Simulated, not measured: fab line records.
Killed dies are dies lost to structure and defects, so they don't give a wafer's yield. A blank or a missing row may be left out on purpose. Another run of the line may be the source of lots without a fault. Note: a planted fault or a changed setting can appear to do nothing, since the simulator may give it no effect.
Struck lot and sound lot, side by side || flow gf180mcu || 21 out of 602 route steps
Sound: wafers L140.1, L140.2, L140.3. Wafers L156.2, L156.3, L156.4 were the ones struck. Last of all comes the cause.
For every step that has rows: the tool of each side, followed by ch and its chambers, followed by its first start. Under that, the readings that differ: sound wafers || struck wafers || difference of the means || sigmas: that difference in standard deviations of wafers without a fault.
alike: readings whose means differ by less than 2 such deviations, and words and numbers that are the same on both sides. not compared: withheld readings, readings that some wafer has no value for, bounds like >300 that may hide the same value, and numbers for which the record gives no deviation and whose values overlap.
Wherever a step has rows on one side only, a row that says differs or no value, or a row with sigmas, the two part there. Non-overlapping numbers with no deviation appear without sigmas and do not part them. A reading missing from all wafers of one side parts the sides only when that side holds two or more wafers.

first, 3 steps without rows for these wafers: GF_MVSD_EXPOSE_04 (exposes mask MVSD, target cd 1000 nm); GF_MVSD_PEB_05; GF_MVSD_DEVELOP_06 (develop time 60 s).
GF_MVSD_OVL_MEAS_07:
  struck on overlay-01, day 9 17:34; sound on overlay-02, day 5 22:45
  alike: MVSD_OVL
then, 2 steps without rows for these wafers: GF_MVSD_IMPLANT_08; GF_MVSD_IMPLANT_09.
GF_MVSD_STRIP_10: strips in O2/N2.
  sound on plasma-asher-02 ch 0,1, day 5 23:05; struck on plasma-asher-02 ch 0,1, day 9 17:54
{"reading": "strip-time-to-endpoint-s (s)", "sound": "36.81 36.95 36.89", "struck": "37.13 37.07 36.99", "difference": "+0.18", "sigmas": "+2"}
  alike: drypump-motor-current-A, heater-power-w, oes-product-au
  not compared: rf-hours-counter-h
GF_MVSD_TW_MEAS_11:
  struck on film-metro-01, day 9 18:01; sound on film-metro-01, day 5 23:11
  alike: MVSD_TW
then, 4 steps without rows for these wafers: GF_MVPSD_DEHYDRATE_00 (time 60 s); GF_MVPSD_HMDS_01 (prime time 60 s); GF_MVPSD_COAT_02 (resist thk 3000 nm); GF_MVPSD_SOFTBAKE_03.
GF_MVPSD_EXPOSE_04: exposes mask MVPSD, target cd 1000 nm.
  sound on iline-stepper-01 ch 0, day 6 06:28; struck on iline-stepper-01 ch 0, day 10 03:22
{"reading": "mask", "sound": "MVPSD#0 MVPSD#0 MVPSD#0", "struck": "MVSD#0 MVSD#0 MVSD#0", "difference": "differs", "sigmas": ""}
  alike: exposure-dose-mJ-cm2
then, 2 steps without rows for these wafers: GF_MVPSD_PEB_05; GF_MVPSD_DEVELOP_06 (develop time 60 s).
GF_MVPSD_OVL_MEAS_07:
  struck on overlay-02, day 10 11:52; sound on overlay-02, day 6 13:46
{"reading": "MVPSD_OVL (nm)", "sound": "-0.6 0.2 -0.4", "struck": "- - -", "difference": "no value on the struck wafers", "sigmas": ""}
then, 2 steps without rows for these wafers: GF_MVPSD_IMPLANT_08; GF_MVPSD_IMPLANT_09.
GF_MVPSD_STRIP_10: strips in O2/N2.
  sound on plasma-asher-02 ch 0,1, day 6 14:06; struck on plasma-asher-02 ch 0,1, day 10 12:12
  alike: drypump-motor-current-A, heater-power-w, oes-product-au, strip-time-to-endpoint-s
  not compared: rf-hours-counter-h
GF_MVPSD_TW_MEAS_11:
  struck on film-metro-03, day 10 12:38; sound on film-metro-02, day 6 14:12
{"reading": "MVPSD_TW", "sound": "549 550 551", "struck": "30 30 30", "difference": -520, "sigmas": "-99 or more"}
  not compared: hold
then, 1 step without rows for these wafers: GF_PASSIVATION_PROBE_99.

WHERE THEY PART
Last at GF_MVPSD_TW_MEAS_11 as far as this record goes, first at GF_MVSD_STRIP_10.

WHY: whatever the simulator had introduced
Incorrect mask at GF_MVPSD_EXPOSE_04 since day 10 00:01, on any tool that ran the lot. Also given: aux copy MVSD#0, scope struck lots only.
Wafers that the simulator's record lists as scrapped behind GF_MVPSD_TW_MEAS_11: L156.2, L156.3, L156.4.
